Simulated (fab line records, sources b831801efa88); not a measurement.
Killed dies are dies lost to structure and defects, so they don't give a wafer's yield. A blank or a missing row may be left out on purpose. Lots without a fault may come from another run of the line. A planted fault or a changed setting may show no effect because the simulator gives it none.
Problem report in the 8D (eight disciplines) form, filled by code | flow sfq_line | the parts of the form that need people (team, actions taken, sign-off) are left out

1. THE PROBLEM
M6_NB_RS at SFQ_M6_RS_MEAS_938 reads a mean of 1.294 ohm/sq on 1 wafer of 1 lot; wafers without a fault read 0.891 ohm/sq with a standard deviation of 0.0088. That is +46 standard deviations from the usual mean.
The step: measures by four-point-probe.
First seen on wafer L883.6, day 70 08:36, on film_metro-02. The record holds 38 wafers of 13 lots with a number at this step. Rule for "out", or "out of limits": more than 4 standard deviations from the usual mean. The other wafers with a number count as sound.

2. WHAT IT IS AND WHAT IT IS NOT
question                    | is                | is not
which readings at this step | M6_NB_RS          | -
which lots                  | L883              | L877, L878, L881, L884, L890, L891, L892, L893, L894, L896, L899, L900
which wafers of those lots  | L883.6            | L883.1
read on which gauges        | film_metro-02     | film_metro-03, film_metro-04
when                        | from day 70 08:36 | up to then (10 sound wafers); but 27 sound wafers of L884, L890, L891, L892, L893, L894, L896, L899, L900 came after

3. SUSPECTS, AND WHAT RULES EACH OUT
Counting: a tool at a process step up to the reading stays a suspect if it ran every lot that is out. Sound lots after the first of them don't rule it out here, since some wafers of a struck lot are sound.
- the gauge at SFQ_M6_RS_MEAS_938: ruled out. All the wafers that are out were read on film_metro-02, but those of them that SFQ_TRILAYER_M6_ETCH_METAL_ETCH_162 has rows for are out there too, on other tools.
- pvd_sputter-06 at SFQ_TRILAYER_M6_DEP_SPUTTER_157 (material Nb, target thk 200 nm, time 133.3 s): kept. It ran the lot that is out, L883 (day 70 08:31); its last sound lot up to then is L878 (day 66 21:52).
Left after counting: pvd_sputter-06 at SFQ_TRILAYER_M6_DEP_SPUTTER_157.

4. THE CAUSE (what the simulator had put in)
Site profile drift: pvd_sputter-06, from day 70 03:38 on, at SFQ_TRILAYER_M6_DEP_SPUTTER_157. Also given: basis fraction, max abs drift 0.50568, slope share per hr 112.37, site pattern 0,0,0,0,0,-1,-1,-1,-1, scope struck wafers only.
Counting left only this tool.

5. THE CHAIN OF EFFECTS, in route order
Each row: a reading whose mean over the struck wafers that have a number lies more than 3 standard deviations from the usual. Only readings for which the record gives a usual standard deviation are gone through. hours: the time from each lot's start at the first step in this table that gives one to its start at this step, as a median over the lots. sigmas: the change in usual standard deviations.
hours | step                                | reading        | usual        | on struck wafers | change | sigmas
0     | SFQ_M6_RS_MEAS_938                  | M6_NB_RS       | 0.891 ohm/sq | 1.294            | +0.403 | +46
97    | SFQ_TRILAYER_M6_ETCH_METAL_ETCH_162 | oes_product_au | 0.894 a.u.   | 0.785            | -0.109 | -16
The process steps in it:
- SFQ_TRILAYER_M6_ETCH_METAL_ETCH_162: etches Nb in Cl2/Ar, stops on SiO2, target depth 240 nm, time 120 s.

6. WHAT WOULD HAVE CAUGHT IT SOONER
In this record the first reading out of limits at a measuring or inspecting step was taken at day 70 08:36, 5 hours after the fault began at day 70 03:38.
Of the tool readings at SFQ_TRILAYER_M6_DEP_SPUTTER_157 for which the record gives a usual standard deviation, none was out on any struck wafer, so an alarm limit of 4 standard deviations on them would not have fired.
All the lots that are out (1) had begun SFQ_TRILAYER_M6_DEP_SPUTTER_157 on pvd_sputter-06 by day 70 08:36. A hold on the tool at that time would have spared none of them.
